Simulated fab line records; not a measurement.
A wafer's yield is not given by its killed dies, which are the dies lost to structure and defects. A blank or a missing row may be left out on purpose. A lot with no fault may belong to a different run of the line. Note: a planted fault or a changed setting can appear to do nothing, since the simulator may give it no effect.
fab line records    flow sky130
[record] lots = 6  wafers = 18  lastDay = 49
route steps=708 shown PWDE@48 NWELL@56 VT_ADJUST_HVTP@85 PAD_OPEN@708
lots that met no fault: from a run of the same line without faults
startH: hours from the record's first day to the start of the lot's first wafer shown    waitH: how many hours have passed since the lot's step before this one    " identical to the entry in the row above    L1.1+2: a row that stands for several wafers    - either no value or no given start    * or withheld: withheld    < > ~ a bound
route shown NAME@n: names a module that has steps shown in the file, with the first one's number in the route    usual: mean/standard deviation taken from wafers without a fault    same: alike in all rows    chamber/n: place in a boat    sites: per-site readings    _std_site: the standard deviation of these    _edge_site: outer sites' mean less inner sites'    radiusMm: for every site, how far away it sits from the centre of the wafer    mask NAME#n: copy n    behind: the tool/chamber that last shaped the wafer    hold: why the lot went on hold/how many hours it stayed there/how the hold came to an end    device: whichever transistor did not switch (one of n, p or np)    end of line: tests of these same wafers at the route's end    step lacking rows: just its recipe    killed: not the wafer's yield, but the dies lost to structure and defects at the first sort    map: dies across one wafer; x = killed, . = not, _ = none there
set.NAME: the run value of the setting; set.NAME@STEP: its run value at that earlier step    model.NAME: the simulator's own value behind a step, which no gauge read
lots seen at some steps along the route; tables by step, rows by wafer
services: from which hour (startH, from the record's first day; less than 0 if before it) a tool's chamber was out of use, for how many hours, and why
[[steps]]
[step SKY_PWDE_SOFTBAKE_03]
[recipe] tempC = 110  timeS = withheld
[step SKY_PWDE_EXPOSE_04]
[recipe] maskId = PWDEM  na = 0.6  sourceShape = conventional  sigmaOuter = 0.6  polarization = unpolarized  targetCdNm = 840  doseMj = 214
[step SKY_PWDE_PEB_05]
[recipe] tempC = 115  timeS = withheld
[step SKY_PWDE_DEVELOP_06]
[recipe] wallAngleDeg = 90  developer = TMAH  developTimeS = 60  devTempC = 23
[step SKY_PWDE_OVL_MEAS_07]
[usual] PWDE_OVL = 0.7/1.3
lot.wafer  tool        chamber  startH  waitH  PWDE_OVL[nm]
L399.1     overlay-02  -        78.89   -      -2.0
L399.3     "           -        "       "      -2.4
L399.5     "           -        "       "      -0.6
L403.2     overlay-01  -        106.62  -      1.9
L403.5     "           -        "       "      0.9
L403.6     "           -        "       "      2.7
L404.1     overlay-02  -        106.94  -      1.5
L404.4     "           -        "       "      0.4
L404.5     "           -        "       "      1.1
L409.1     overlay-02  -        131.11  -      3.1
L409.4     "           -        "       "      2.6
L409.6     "           -        "       "      3.1
L414.2     overlay-01  -        160.77  -      0.4
L414.4     "           -        "       "      2.1
L414.5     "           -        "       "      1.6
L415.1     overlay-02  -        165.34  -      -1.6
L415.3     "           -        "       "      1.1
L415.5     "           -        "       "      -1.0
[step SKY_PWDE_IMPLANT_08]
[recipe] species = B  energyKev = 150  doseCm2 = 3.6e+12  tiltDeg = withheld
[step SKY_PWDE_STRIP_09]
[recipe] chemistry = O2/N2  powerW = 1400  pressureMtorr = 1500  platenTempC = withheld  o2FlowSccm = 3000  n2FlowSccm = 300  overashFraction = 0.5
[usual] drypumpMotorCurrentA = 5.8/0.42  oesProductAu = 0.722/0.0043  stripTimeToEndpointS = 36.94/0.11
lot.wafer  tool            chamber  startH  waitH  drypumpMotorCurrentA  oesProductAu  rfHoursCounterH  stripTimeToEndpointS
L399.1     plasmaAsher-02  0        79.08   0.1    6.4                   0.719         28               36.90
L399.3     "               1        "       "      5.7                   0.718         -                37.03
L399.5     "               1        "       "      5.7                   0.721         -                36.89
L403.2     plasmaAsher-04  1        106.80  0.1    5.8                   0.723         42               36.92
L403.5     "               0        "       "      6.0                   0.722         -                36.92
L403.6     "               1        "       "      5.8                   0.724         -                36.97
L404.1     plasmaAsher-02  0        107.13  0.1    6.4                   0.716         30               37.01
L404.4     "               1        "       "      5.7                   0.723         -                36.94
L404.5     "               0        "       "      6.4                   0.726         -                37.06
L409.1     plasmaAsher-03  1        131.30  0.1    5.7                   0.713         45               36.88
L409.4     "               1        "       "      5.7                   0.720         -                36.82
L409.6     "               1        "       "      5.8                   0.721         -                36.83
L414.2     plasmaAsher-02  1        160.95  0.1    5.7                   0.720         36               36.95
L414.4     "               1        "       "      5.7                   0.727         -                36.72
L414.5     "               1        "       "      5.7                   0.727         -                37.10
L415.1     plasmaAsher-03  1        165.53  0.1    5.7                   0.722         48               37.04
L415.3     "               0        "       "      5.1                   0.715         -                37.10
L415.5     "               0        "       "      5.0                   0.727         -                37.00
[step SKY_PWDE_TW_MEAS_10]
[usual] PWDE_TW = 371/4.1
lot.wafer  tool          chamber  startH  waitH  PWDE_TW
L399.1     filmMetro-03  -        79.18   0.1    371
L399.3     "             -        "       "      371
L399.5     "             -        "       "      371
L403.2     filmMetro-01  -        106.91  0.1    366
L403.5     "             -        "       "      366
L403.6     "             -        "       "      368
L404.1     filmMetro-04  -        107.23  0.1    376
L404.4     "             -        "       "      377
L404.5     "             -        "       "      377
L409.1     filmMetro-01  -        131.40  0.1    366
L409.4     "             -        "       "      366
L409.6     "             -        "       "      364
L414.2     filmMetro-04  -        161.06  0.1    379
L414.4     "             -        "       "      377
L414.5     "             -        "       "      379
L415.1     filmMetro-03  -        165.76  0.2    371
L415.3     "             -        "       "      371
L415.5     "             -        "       "      372
[step SKY_NWELL_DEHYDRATE_03]
[recipe] tempC = 200  timeS = 60
[step SKY_NWELL_HMDS_04]
[recipe] primeTimeS = 60  primeTempC = 120
[step SKY_NWELL_COAT_05]
[recipe] spinRpm = 2000  resistThkNm = 3000
[step SKY_NWELL_SOFTBAKE_06]
[recipe] tempC = 110  timeS = withheld
[step SKY_NWELL_EXPOSE_07]
[recipe] maskId = NWM  na = 0.6  sourceShape = conventional  sigmaOuter = 0.6  polarization = unpolarized  targetCdNm = 840  doseMj = 255
[usual] exposureDoseMJCm2 = 255.04/0.25
[same] na = 0.6
lot.wafer  tool             chamber  startH  waitH  mask   exposureDoseMJCm2
L399.1     ilineStepper-02  0        87.94   -      NWM#0  254.98
L399.3     "                0        "       "      NWM#0  255.03
L399.5     "                0        "       "      NWM#0  254.80
L403.2     ilineStepper-02  0        115.58  -      NWM#0  254.82
L403.5     "                0        "       "      NWM#0  255.07
L403.6     "                0        "       "      NWM#0  254.84
L404.1     ilineStepper-01  0        115.81  -      NWM#0  255.17
L404.4     "                0        "       "      NWM#0  255.33
L404.5     "                0        "       "      NWM#0  255.18
L409.1     ilineStepper-01  0        139.36  -      NWM#0  254.87
L409.4     "                0        "       "      NWM#0  254.99
L409.6     "                0        "       "      NWM#0  254.68
L414.2     ilineStepper-02  0        170.38  -      NWM#0  254.74
L414.4     "                0        "       "      NWM#0  254.94
L414.5     "                0        "       "      NWM#0  254.89
L415.1     ilineStepper-02  0        175.71  -      NWM#0  255.11
L415.3     "                0        "       "      NWM#0  255.17
L415.5     "                0        "       "      NWM#0  255.78
[step SKY_NWELL_PEB_08]
[recipe] tempC = 115  timeS = withheld
[step SKY_NWELL_DEVELOP_09]
[recipe] wallAngleDeg = 90  developer = TMAH  developTimeS = 60  devTempC = 23
[step SKY_NWELL_OVL_MEAS_10]
[usual] NWELL_00_OVL = 0.6/1.4
lot.wafer  tool        chamber  startH  waitH  NWELL_00_OVL[nm]
L399.1     overlay-02  -        96.46   -      -1.7
L399.3     "           -        "       "      -1.3
L399.5     "           -        "       "      0.2
L403.2     overlay-02  -        123.87  -      -0.5
L403.5     "           -        "       "      -0.2
L403.6     "           -        "       "      0.7
L404.1     overlay-01  -        124.21  -      2.5
L404.4     "           -        "       "      0.5
L404.5     "           -        "       "      0.0
L409.1     overlay-02  -        149.01  -      -0.4
L409.4     "           -        "       "      -0.2
L409.6     "           -        "       "      -0.4
L414.2     overlay-02  -        180.70  -      -1.3
L414.4     "           -        "       "      -1.3
L414.5     "           -        "       "      -1.4
L415.1     overlay-01  -        186.24  -      1.2
L415.3     "           -        "       "      1.2
L415.5     "           -        "       "      -0.5
[step SKY_NWELL_IMPLANT_11]
[recipe] species = P  energyKev = 400  doseCm2 = 1.9e+13  tiltDeg = withheld
[step SKY_NWELL_IMPLANT_12]
[recipe] species = P  energyKev = 120  doseCm2 = 1.3e+12  tiltDeg = withheld
[step SKY_NWELL_IMPLANT_13]
[recipe] species = P  energyKev = 50  doseCm2 = 7e+11  tiltDeg = withheld
[step SKY_NWELL_STRIP_14]
[recipe] chemistry = O2/N2  powerW = 1400  pressureMtorr = 1500  platenTempC = withheld  o2FlowSccm = 3000  n2FlowSccm = 300  overashFraction = 0.5
[usual] drypumpMotorCurrentA = 5.6/0.47  oesProductAu = 0.722/0.0041  stripTimeToEndpointS = 36.99/0.099
lot.wafer  tool            chamber  startH  waitH  drypumpMotorCurrentA  oesProductAu  rfHoursCounterH  stripTimeToEndpointS
L399.1     plasmaAsher-01  0        96.95   0.1    5.0                   0.721         42               37.02
L399.3     "               1        "       "      5.8                   0.722         -                36.87
L399.5     "               1        "       "      5.8                   0.720         -                36.92
L403.2     plasmaAsher-01  0        124.35  0.1    5.0                   0.723         1                37.02
L403.5     "               1        "       "      5.8                   0.722         -                37.07
L403.6     "               0        "       "      5.0                   0.716         -                37.05
L404.1     plasmaAsher-03  1        124.70  0.1    5.7                   0.719         44               36.82
L404.4     "               1        "       "      5.7                   0.724         -                36.90
L404.5     "               0        "       "      5.1                   0.715         -                36.93
L409.1     plasmaAsher-02  0        149.50  0.1    6.4                   0.725         35               36.91
L409.4     "               1        "       "      5.7                   0.725         -                36.97
L409.6     "               0        "       "      6.4                   0.718         -                36.93
L414.2     plasmaAsher-01  1        181.18  0.1    5.8                   0.728         7                36.84
L414.4     "               1        "       "      5.8                   0.721         -                36.82
L414.5     "               1        "       "      5.8                   0.727         -                36.85
L415.1     plasmaAsher-02  0        186.73  0.1    6.3                   0.721         39               36.88
L415.3     "               0        "       "      6.4                   0.728         -                36.79
L415.5     "               0        "       "      6.3                   0.727         -                36.80
[step SKY_NWELL_TW_MEAS_15]
[usual] NWELL_TW = 1808/26
lot.wafer  tool          chamber  startH  waitH  NWELL_TW
L399.1     filmMetro-01  -        97.05   0.1    1781
L399.3     "             -        "       "      1773
L399.5     "             -        "       "      1777
L403.2     filmMetro-04  -        124.46  0.1    1826
L403.5     "             -        "       "      1830
L403.6     "             -        "       "      1822
L404.1     filmMetro-01  -        124.80  0.1    1774
L404.4     "             -        "       "      1769
L404.5     "             -        "       "      1770
L409.1     filmMetro-04  -        149.60  0.1    1836
L409.4     "             -        "       "      1830
L409.6     "             -        "       "      1827
L414.2     filmMetro-04  -        181.29  0.1    1828
L414.4     "             -        "       "      1830
L414.5     "             -        "       "      1823
L415.1     filmMetro-04  -        186.83  0.1    1823
L415.3     "             -        "       "      1825
L415.5     "             -        "       "      1832
[step SKY_NWELL_DEHYDRATE_16]
[recipe] tempC = 200  timeS = 60
[step SKY_NWELL_HMDS_17]
[recipe] primeTimeS = 60  primeTempC = 120
[step SKY_NWELL_COAT_18]
[recipe] spinRpm = 2000  resistThkNm = 3000
[step SKY_NWELL_SOFTBAKE_19]
[recipe] tempC = 110  timeS = withheld
[step SKY_NWELL_EXPOSE_20]
[recipe] maskId = NWM_COMPLEMENT  na = 0.6  sourceShape = conventional  sigmaOuter = 0.6  polarization = unpolarized  targetCdNm = 840  doseMj = 260
[step SKY_NWELL_PEB_21]
[recipe] tempC = 115  timeS = withheld
[step SKY_NWELL_DEVELOP_22]
[recipe] wallAngleDeg = 90  developer = TMAH  developTimeS = 60  devTempC = 23
[step SKY_NWELL_OVL_MEAS_23]
[usual] NWELL_01_OVL = -1.2/1.2
lot.wafer  tool        chamber  startH  waitH  NWELL_01_OVL[nm]
L399.1     overlay-02  -        114.74  -      -2.8
L399.3     "           -        "       "      -0.2
L399.5     "           -        "       "      -1.0
L403.2     overlay-01  -        139.85  -      -1.7
L403.5     "           -        "       "      -1.5
L403.6     "           -        "       "      -0.7
L404.1     overlay-02  -        140.31  -      -1.8
L404.4     "           -        "       "      -1.1
L404.5     "           -        "       "      -1.7
L409.1     overlay-01  -        168.78  -      -1.2
L409.4     "           -        "       "      0.4
L409.6     "           -        "       "      -0.1
L414.2     overlay-02  -        202.85  -      0.5
L414.4     "           -        "       "      0.6
L414.5     "           -        "       "      -1.4
L415.1     overlay-02  -        208.33  -      0.2
L415.3     "           -        "       "      -0.9
L415.5     "           -        "       "      -2.0
[step SKY_NWELL_IMPLANT_24]
[recipe] species = B  energyKev = 140  doseCm2 = 9.2e+12  tiltDeg = withheld
[step SKY_NWELL_STRIP_25]
[recipe] chemistry = O2/N2  powerW = 1400  pressureMtorr = 1500  platenTempC = withheld  o2FlowSccm = 3000  n2FlowSccm = 300  overashFraction = 0.5
[usual] drypumpMotorCurrentA = 5.7/0.47  oesProductAu = 0.722/0.0049  stripTimeToEndpointS = 36.98/0.11
lot.wafer  tool            chamber  startH  waitH  drypumpMotorCurrentA  oesProductAu  rfHoursCounterH  stripTimeToEndpointS
L399.1     plasmaAsher-03  0        114.93  0.1    5.1                   0.716         43               36.83
L399.3     "               1        "       "      5.7                   0.729         -                36.94
L399.5     "               1        "       "      5.7                   0.720         -                36.93
L403.2     plasmaAsher-02  0        140.03  0.1    6.4                   0.728         34               36.91
L403.5     "               0        "       "      6.3                   0.723         -                36.89
L403.6     "               1        "       "      5.7                   0.732         -                36.91
L404.1     plasmaAsher-01  0        140.50  0.1    5.0                   0.729         2                37.07
L404.4     "               0        "       "      5.0                   0.721         -                37.07
L404.5     "               1        "       "      5.8                   0.730         -                37.08
L409.1     plasmaAsher-03  1        168.96  0.1    5.8                   0.720         49               37.12
L409.4     "               0        "       "      5.0                   0.720         -                37.02
L409.6     "               0        "       "      5.0                   0.720         -                37.06
L414.2     plasmaAsher-02  0        203.03  0.1    6.4                   0.732         40               36.93
L414.4     "               1        "       "      5.7                   0.721         -                36.84
L414.5     "               1        "       "      5.7                   0.720         -                36.95
L415.1     plasmaAsher-02  1        208.51  0.1    5.7                   0.715         41               36.67
L415.3     "               0        "       "      6.3                   0.723         -                36.76
L415.5     "               1        "       "      5.7                   0.722         -                36.82
[step SKY_NWELL_TW_MEAS_26]
[usual] NWELL_2_TW = 494/6.6
lot.wafer  tool          chamber  startH  waitH  NWELL_2_TW
L399.1     filmMetro-04  -        115.03  0.1    502
L399.3     "             -        "       "      502
L399.5     "             -        "       "      504
L403.2     filmMetro-04  -        140.14  0.1    499
L403.5     "             -        "       "      501
L403.6     "             -        "       "      498
L404.1     filmMetro-01  -        140.60  0.1    482
L404.4     "             -        "       "      482
L404.5     "             -        "       "      487
L409.1     filmMetro-01  -        169.06  0.1    487
L409.4     "             -        "       "      488
L409.6     "             -        "       "      487
L414.2     filmMetro-04  -        203.14  0.1    502
L414.4     "             -        "       "      500
L414.5     "             -        "       "      503
L415.1     filmMetro-01  -        208.61  0.1    487
L415.3     "             -        "       "      488
L415.5     "             -        "       "      490
[step SKY_NWELL_CLEAN_27]
[recipe] chemistry = SC1/SC2  mix = 1:4:20  tempC = 70  timeS = 150  dry = n2Spin
[step SKY_NWELL_RTA_28]
[recipe] tempC = 1050  timeS = 30  idleTempC = 650  rampUpCPerS = 150  rampDownCPerS = 90  ambient = N2
[usual] annealTempCMax = 1056.6/2.2  lampPowerPct = 25.31/0.052  wafer_temp_C_max = 1054.9/0.87
lot.wafer  tool          chamber  startH  waitH  annealTempCMax  lampPowerPct  wafer_temp_C_max
L399.1     rtpAnneal-02  0        115.14  0.0    1054.0          25.35         1053.9
L399.3     "             0        "       "      1054.2          25.29         1056.0
L399.5     "             0        "       "      1055.0          25.30         1055.2
L403.2     rtpAnneal-01  0        140.25  0.0    1056.5          25.26         1053.8
L403.5     "             0        "       "      1061.1          25.28         1054.5
L403.6     "             0        "       "      1057.8          25.28         1054.3
L404.1     rtpAnneal-02  0        140.71  0.0    1053.2          25.43         1053.3
L404.4     "             0        "       "      1054.8          25.34         1055.7
L404.5     "             0        "       "      1053.7          25.38         1053.5
L409.1     rtpAnneal-01  0        169.17  0.0    1057.4          25.29         1054.0
L409.4     "             0        "       "      1057.0          25.27         1054.0
L409.6     "             0        "       "      1058.0          25.36         1054.9
L414.2     rtpAnneal-02  0        203.25  0.0    1055.1          25.39         1054.2
L414.4     "             0        "       "      1055.5          25.30         1055.7
L414.5     "             0        "       "      1054.2          25.32         1057.3
L415.1     rtpAnneal-01  0        208.73  0.0    1059.9          25.28         1056.0
L415.3     "             0        "       "      1057.4          25.35         1053.2
L415.5     "             0        "       "      1056.5          25.37         1055.1
[step SKY_NWELL_RS_MEAS_29]
[recipe] thkMeasGauge = four-point-probe
[usual] NWELL_RS = 624.7/1.6
lot.wafer  tool          chamber  startH  waitH  NWELL_RS[ohm/sq]
L399.1     filmMetro-04  -        115.24  0.1    624.1
L399.3     "             -        "       "      623.7
L399.5     "             -        "       "      625.1
L403.2     filmMetro-04  -        140.36  0.1    623.1
L403.5     "             -        "       "      624.3
L403.6     "             -        "       "      624.1
L404.1     filmMetro-03  -        140.81  0.1    623.5
L404.4     "             -        "       "      622.9
L404.5     "             -        "       "      624.4
L409.1     filmMetro-03  -        169.27  0.1    625.4
L409.4     "             -        "       "      626.1
L409.6     "             -        "       "      626.7
L414.2     filmMetro-01  -        203.36  0.1    627.3
L414.4     "             -        "       "      626.8
L414.5     "             -        "       "      628.8
L415.1     filmMetro-01  -        208.83  0.1    626.4
L415.3     "             -        "       "      626.6
L415.5     "             -        "       "      627.3
[step SKY_NWELL_RS_MEAS_31]
[recipe] thkMeasGauge = four-point-probe
[usual] PWDE_RS = 5272/19
lot.wafer  tool          chamber  startH  waitH  PWDE_RS[ohm/sq]
L399.1     filmMetro-04  -        115.48  0.1    5259
L399.3     "             -        "       "      5265
L399.5     "             -        "       "      5268
L403.2     filmMetro-04  -        140.60  0.1    5291
L403.5     "             -        "       "      5268
L403.6     "             -        "       "      5258
L404.1     filmMetro-03  -        141.05  0.1    5262
L404.4     "             -        "       "      5256
L404.5     "             -        "       "      5257
L409.1     filmMetro-03  -        169.51  0.1    5267
L409.4     "             -        "       "      5274
L409.6     "             -        "       "      5264
L414.2     filmMetro-01  -        203.60  0.1    5282
L414.4     "             -        "       "      5264
L414.5     "             -        "       "      5278
L415.1     filmMetro-01  -        209.07  0.1    5253
L415.3     "             -        "       "      5266
L415.5     "             -        "       "      5275
[step SKY_VT_ADJUST_HVTP_DEHYDRATE_00]
[recipe] tempC = 200  timeS = 60
[step SKY_VT_ADJUST_HVTP_HMDS_01]
[recipe] primeTimeS = 60  primeTempC = 120
[step SKY_VT_ADJUST_HVTP_COAT_02]
[recipe] resist = NOVOLAK  spinRpm = 3000  resistThkNm = 1140
[step SKY_VT_ADJUST_HVTP_SOFTBAKE_03]
[recipe] tempC = 90  timeS = 60  resist = NOVOLAK
[step SKY_VT_ADJUST_HVTP_EXPOSE_04]
[recipe] maskId = HVTPM  na = 0.6  sourceShape = conventional  sigmaOuter = 0.6  polarization = unpolarized  targetCdNm = 380  doseMj = 140
[step SKY_PAD_OPEN_PROBE_99]
[usual] killed_at_M0_to_M3 = 43/7.3  killed_at_M4_up = 3.0/2  killedAtContacts = 24/5.2  killedAtFrontEnd = 15/4.4  killedAtOther = 0.2/0.48  killedDies = 86/9.1  killedOpen = 47/7.3  killedShort = 38/6.4
[same] grossDies = 492  killedAtBackSide = 0
lot.wafer  tool       chamber  startH   waitH  killed_at_M0_to_M3  killed_at_M4_up  killedAtContacts  killedAtFrontEnd  killedAtOther  killedDies  killedOpen  killedShort  model.etest.pfet_16v.rOnOhmUm  model.etest.nfet_16v.rOnOhmUm  model.etest.resNwell.lineOhmUm  model.etest.resNwell.widthNm  model.etest.resIsoPwell.widthNm  model.etest.pfet_16v.driveUaUm  model.etest.isoNwellNwell.leakLog10AUm
L399.1     prober-02  -        1076.61  0.1    39                  3                31                12                0              85          43          41           1.559e+04                      1.434e+04                      1065                            862.5                         2621                             244.8                           -12.42
L399.3     prober-02  -        1076.71  0.2    57                  4                22                14                1              98          47          48           1.581e+04                      1.427e+04                      1071                            868.9                         2617                             242                             -12.59
L399.5     prober-02  -        1076.81  0.2    55                  1                32                15                1              104         65          36           1.545e+04                      1.428e+04                      1045                            865.1                         2621                             247.4                           -12.77
L403.2     prober-02  -        1108.91  0.1    46                  2                26                13                0              87          50          36           1.513e+04                      1.42e+04                       1186                            819.3                         2639                             248.9                           -13.79
L403.5     prober-02  -        1109.06  0.2    35                  2                19                13                0              69          43          26           1.49e+04                       1.412e+04                      1132                            832.2                         2658                             246.9                           -13.89
L403.6     prober-02  -        1109.11  0.2    36                  4                23                7                 0              70          34          36           1.521e+04                      1.412e+04                      1170                            825.3                         2663                             244.8                           -13.85
L404.1     prober-01  -        1110.77  0.1    55                  5                19                16                0              95          58          37           1.54e+04                       1.471e+04                      1004                            858.3                         2639                             247.7                           -11.68
L404.4     prober-01  -        1110.92  0.2    41                  5                25                16                0              87          54          33           1.512e+04                      1.455e+04                      1001                            854.6                         2631                             251.7                           -11.89
L404.5     prober-01  -        1110.97  0.2    57                  0                25                14                0              96          61          35           1.599e+04                      1.455e+04                      1032                            861.6                         2631                             241.1                           -12.03
L409.1     prober-01  -        1139.27  0.1    37                  1                31                15                1              85          50          35           1.537e+04                      1.418e+04                      1163                            838.1                         2647                             245.5                           -13.73
L409.4     prober-01  -        1139.42  0.2    40                  8                21                12                0              81          48          33           1.551e+04                      1.417e+04                      1178                            838.1                         2641                             243.6                           -13.78
L409.6     prober-01  -        1139.52  0.2    51                  1                28                18                1              99          59          39           1.525e+04                      1.426e+04                      1173                            832.3                         2640                             245.3                           -13.7
L414.2     prober-01  -        1166.09  0.1    45                  0                16                10                0              71          42          29           1.504e+04                      1.393e+04                      1069                            870.6                         2638                             243.6                           -13.47
L414.4     prober-01  -        1166.19  0.2    57                  4                18                12                0              91          44          47           1.553e+04                      1.367e+04                      1038                            920.8                         2606                             237.3                           -13.32
L414.5     prober-01  -        1166.24  0.2    38                  3                23                19                2              85          43          42           1.545e+04                      1.4e+04                        1108                            861.6                         2634                             242.3                           -13.74
L415.1     prober-02  -        1171.46  0.1    49                  2                19                11                0              81          45          35           1.64e+04                       1.383e+04                      979                             962.2                         2573                             227.9                           -12.04
L415.3     prober-02  -        1171.56  0.2    39                  3                26                15                0              83          48          35           1.702e+04                      1.337e+04                      865.6                           1072                          2500                             213.4                           -10.15
L415.5     prober-02  -        1171.66  0.2    56                  2                23                8                 0              89          48          41           1.615e+04                      1.375e+04                      976                             959.6                         2571                             228.6                           -11.87
// killed by level:class
L399.1 LI_CONTACT:geometricParticle:open=10 VIA3:geometricParticle:open=7 LI_CONTACT:geometricParticle:short=6 CONTACT:geometricParticle:short=5 CONTACT:geometricParticle:open=5 METAL1:geometricParticle:short=5 VIA1:geometricParticle:open=5 METAL2:geometricParticle:short=5
L399.3 METAL2:geometricParticle:short=14 VIA1:geometricParticle:open=13 CONTACT:geometricParticle:open=9 LI_CONTACT:geometricParticle:open=8 VIA1:geometricParticle:short=7 FIELD_ISO:geometricParticle:open=5 VIA2:geometricParticle:open=5 METAL4:geometricParticle:short=4
L399.5 VIA1:geometricParticle:open=17 CONTACT:geometricParticle:open=15 VIA3:geometricParticle:open=7 VIA2:geometricParticle:open=7 LI_CONTACT:geometricParticle:open=6 FIELD_ISO:geometricParticle:open=5 LOCAL_INTERCONNECT:geometricParticle:short=5 POLY_GATE:geometricParticle:short=4
L403.2 CONTACT:geometricParticle:open=10 VIA1:geometricParticle:open=8 LI_CONTACT:geometricParticle:open=7 VIA2:geometricParticle:open=7 FIELD_ISO:geometricParticle:open=6 VIA1:geometricParticle:short=6 VIA3:geometricParticle:open=6 CONTACT:geometricParticle:short=5
L403.5 VIA2:geometricParticle:open=10 LI_CONTACT:geometricParticle:open=7 CONTACT:geometricParticle:open=6 METAL2:geometricParticle:short=5 VIA3:geometricParticle:open=5 FIELD_ISO:geometricParticle:open=4 FIELD_ISO:geometricParticle:short=4 METAL1:geometricParticle:short=4
L403.6 VIA1:geometricParticle:open=8 CONTACT:geometricParticle:open=7 CONTACT:geometricParticle:short=7 VIA2:geometricParticle:open=6 LOCAL_INTERCONNECT:geometricParticle:short=4 VIA2:geometricParticle:short=4 FIELD_ISO:geometricParticle:open=3 LI_CONTACT:geometricParticle:open=3
L404.1 VIA1:geometricParticle:open=18 CONTACT:geometricParticle:open=8 VIA1:geometricParticle:short=7 VIA3:geometricParticle:open=6 FIELD_ISO:geometricParticle:open=5 VIA2:geometricParticle:short=5 VIA2:geometricParticle:open=5 POLY_GATE:geometricParticle:open=4
L404.4 VIA2:geometricParticle:open=10 VIA3:geometricParticle:open=9 LI_CONTACT:geometricParticle:open=8 CONTACT:geometricParticle:open=8 VIA1:geometricParticle:open=7 POLY_GATE:geometricParticle:open=5 POLY_GATE:geometricParticle:short=4 CONTACT:geometricParticle:short=4
L404.5 VIA1:geometricParticle:open=18 VIA2:geometricParticle:open=11 LI_CONTACT:geometricParticle:open=7 VIA3:geometricParticle:open=7 CONTACT:geometricParticle:short=6 CONTACT:geometricParticle:open=6 METAL2:geometricParticle:short=5 VIA1:geometricParticle:short=5
L409.1 CONTACT:geometricParticle:open=11 VIA1:geometricParticle:open=9 LOCAL_INTERCONNECT:geometricParticle:short=7 METAL1:geometricParticle:short=6 FIELD_ISO:geometricParticle:open=5 LI_CONTACT:geometricParticle:open=5 CONTACT:geometricParticle:short=5 VIA2:geometricParticle:open=5
L409.4 VIA1:geometricParticle:open=13 LI_CONTACT:geometricParticle:open=10 VIA2:geometricParticle:open=7 METAL4:geometricParticle:short=7 METAL2:geometricParticle:short=7 VIA3:geometricParticle:open=6 CONTACT:geometricParticle:open=5 FIELD_ISO:geometricParticle:open=3
L409.6 VIA1:geometricParticle:open=16 CONTACT:geometricParticle:open=10 VIA3:geometricParticle:open=10 LI_CONTACT:geometricParticle:open=7 LOCAL_INTERCONNECT:geometricParticle:short=6 FIELD_ISO:geometricParticle:open=5 VIA1:geometricParticle:short=5 VIA2:geometricParticle:open=5
L414.2 VIA1:geometricParticle:open=10 VIA2:geometricParticle:open=9 LI_CONTACT:geometricParticle:open=7 METAL3:geometricParticle:open=5 FIELD_ISO:geometricParticle:short=4 METAL1:geometricParticle:short=4 VIA1:geometricParticle:short=4 METAL2:geometricParticle:short=4
L414.4 VIA1:geometricParticle:open=10 METAL2:geometricParticle:short=9 METAL1:geometricParticle:short=7 VIA3:geometricParticle:open=7 VIA2:geometricParticle:open=6 LI_CONTACT:geometricParticle:open=5 VIA3:geometricParticle:short=5 CONTACT:geometricParticle:open=4
L414.5 VIA1:geometricParticle:open=10 CONTACT:geometricParticle:open=9 POLY_GATE:geometricParticle:short=8 METAL2:geometricParticle:short=7 CONTACT:geometricParticle:short=6 POLY_GATE:geometricParticle:open=5 METAL3:geometricParticle:short=5 LI_CONTACT:geometricParticle:open=4
L415.1 VIA1:geometricParticle:open=10 VIA2:geometricParticle:open=10 CONTACT:geometricParticle:open=9 VIA3:geometricParticle:open=6 CONTACT:geometricParticle:short=5 VIA1:geometricParticle:short=5 METAL2:geometricParticle:short=5 FIELD_ISO:geometricParticle:short=4
L415.3 CONTACT:geometricParticle:open=11 VIA1:geometricParticle:open=8 FIELD_ISO:geometricParticle:open=7 LI_CONTACT:geometricParticle:open=7 METAL3:geometricParticle:short=6 METAL1:geometricParticle:short=5 METAL2:geometricParticle:short=5 LOCAL_INTERCONNECT:geometricParticle:short=4
L415.5 VIA1:geometricParticle:open=10 VIA2:geometricParticle:open=9 METAL3:geometricParticle:short=8 LI_CONTACT:geometricParticle:open=8 CONTACT:geometricParticle:open=8 METAL2:geometricParticle:short=7 VIA2:geometricParticle:short=7 VIA3:geometricParticle:open=6
[[services]]
tool             chamber  startH  hours  kind
plasmaAsher-02   -        81.68   8.0    repair
ilineStepper-02  0        86.26   -      calibration
plasmaAsher-04   -        91.27   7.8    repair
plasmaAsher-01   -        108.75  9.0    pm
plasmaAsher-01   0        108.75  9.0    ventCycle
plasmaAsher-01   1        108.75  9.0    ventCycle
plasmaAsher-01   0        117.75  -      clean
plasmaAsher-01   1        117.75  -      clean
plasmaAsher-04   -        151.21  10.0   pm
plasmaAsher-04   -        166.19  9.6    repair
ilineStepper-02  -        170.48  2.1    pm
ilineStepper-02  -        172.56  -      consumableReplace:lamp
ilineStepper-02  -        181.06  1.7    pm
ilineStepper-01  -        182.97  3.5    repair
ilineStepper-01  -        201.21  2.1    pm
ilineStepper-01  -        203.29  -      consumableReplace:lamp
ilineStepper-01  -        204.40  0.5    repair
[[key]]
firstSign none at tools or gauges
[modelEffect] step = SKY_PAD_OPEN_PROBE_99  value = etest.pfet_16v.rOnOhmUm  without = 1.533e+04  struck = 1.593e+04
metAt SKY_NWELL_EXPOSE_07
struckWafers L414.2,L414.4,L414.5,L415.1,L415.3,L415.5
testerLeftOut L414,L415
onsetBetween 115.58 170.38
alsoFits time
[fault] kind = processParameterDrift  tool = ilineStepper-02  chamber = -  onsetH = 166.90  steps = SKY_NWELL_EXPOSE_07  channel = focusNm  offset = 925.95  spreadByWafer = 0.3  shape = step  endH = 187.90
// testerLeftOut: of these lots the tester's yield and bins aren't shown, on N5 and GAA mostly nor the transistor test; their killed dies are dies lost to structure and defects alone, not to doping, threshold or leakage, so they don't give the yield
